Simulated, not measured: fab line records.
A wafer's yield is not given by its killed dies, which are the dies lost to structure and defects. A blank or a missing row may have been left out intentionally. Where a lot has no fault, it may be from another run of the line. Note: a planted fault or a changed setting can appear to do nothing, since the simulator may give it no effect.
Which tool did it? ; flow sky130 ; 7 lots, 21 wafers sampled, at 4 steps of a route of 708

WHAT EACH GAUGE READ, for each wafer
SKY_LDD_HVP_OVL_MEAS_07.
lot;measured;on;LDD_HVP_OVL (nm)
L824;day 22 19:10;overlay-01;1.0 1.2 1.1
L831;day 25 09:10;overlay-02;- - -
L833;day 25 20:33;overlay-02;0.7 -0.8 1.4
L838;day 27 15:40;overlay-02;1.3 0.3 -0.2
L841;day 28 12:59;overlay-02;0.7 1.5 -1.3
L843;day 29 06:36;overlay-02;-0.3 0.0 -0.1
L846;day 29 22:52;overlay-02;0.3 0.6 0.7

WHICH TOOL RAN EACH LOT (tool, then ch and the chambers of the sampled wafers, then the start)
lot;SKY_LDD_N_STRIP_16;SKY_LDD_HVN_STRIP_09;SKY_LDD_HVP_COAT_02
L824;plasma_asher-02 ch 0,1, day 18 21:10;plasma_asher-01 ch 0,1, day 21 12:15;litho_track-04 ch 0, day 22 02:51
L831;plasma_asher-03 ch 0,1, day 21 12:59;plasma_asher-02 ch 0,1, day 24 03:18;litho_track-04, day 24 17:54
L833;plasma_asher-01 ch 0,1, day 22 01:09;plasma_asher-04 ch 0,1, day 24 14:27;litho_track-02 ch 0, day 25 05:35
L838;plasma_asher-03 ch 0,1, day 23 20:48;plasma_asher-01 ch 0,1, day 26 09:26;litho_track-04 ch 0, day 27 01:07
L841;plasma_asher-01 ch 0,1, day 24 17:50;plasma_asher-01 ch 0,1, day 27 07:34;litho_track-04 ch 0, day 27 22:12
L843;plasma_asher-01 ch 0,1, day 25 13:24;plasma_asher-04 ch 0,1, day 28 01:33;litho_track-02 ch 0, day 28 16:10
L846;plasma_asher-02 ch 0,1, day 26 06:06;plasma_asher-02 ch 0,1, day 28 18:02;litho_track-01 ch 0, day 29 08:58
- SKY_LDD_N_STRIP_16: strips in O2/N2.
- SKY_LDD_HVN_STRIP_09: strips in O2/N2.
- SKY_LDD_HVP_COAT_02: resist thk 300 nm.

THE ANSWER, worked out from the rows above alone
Rule: usual is defined by the lots themselves. The widest of any qualifying gaps counts: lots, ordered by their means at a reading, are off when they make up no more than a third of the lots, leave a main group of 4 or more, and stand apart from it by 3 or more times the standard deviation of that group's means. The tables above print the reading to a certain number of digits; a main group whose means all agree to those digits is not used. A lot without any number at a reading at which 4 lots or more have one is off too. The other lots that the step has rows for count as sound.
Off: L831, at SKY_LDD_HVP_OVL_MEAS_07 (LDD_HVP_OVL). Without a number there: L831. Mean 0.5 nm and standard deviation 0.36 in the main group.
If a tool, at a process step before that reading, ran all the lots that are off and no sound lot after the first of them, it fits. Gauges at SKY_LDD_HVP_OVL_MEAS_07: tried the same way as those tools. Of those tried, none fits.

WHAT THE SIMULATOR HAD PUT IN
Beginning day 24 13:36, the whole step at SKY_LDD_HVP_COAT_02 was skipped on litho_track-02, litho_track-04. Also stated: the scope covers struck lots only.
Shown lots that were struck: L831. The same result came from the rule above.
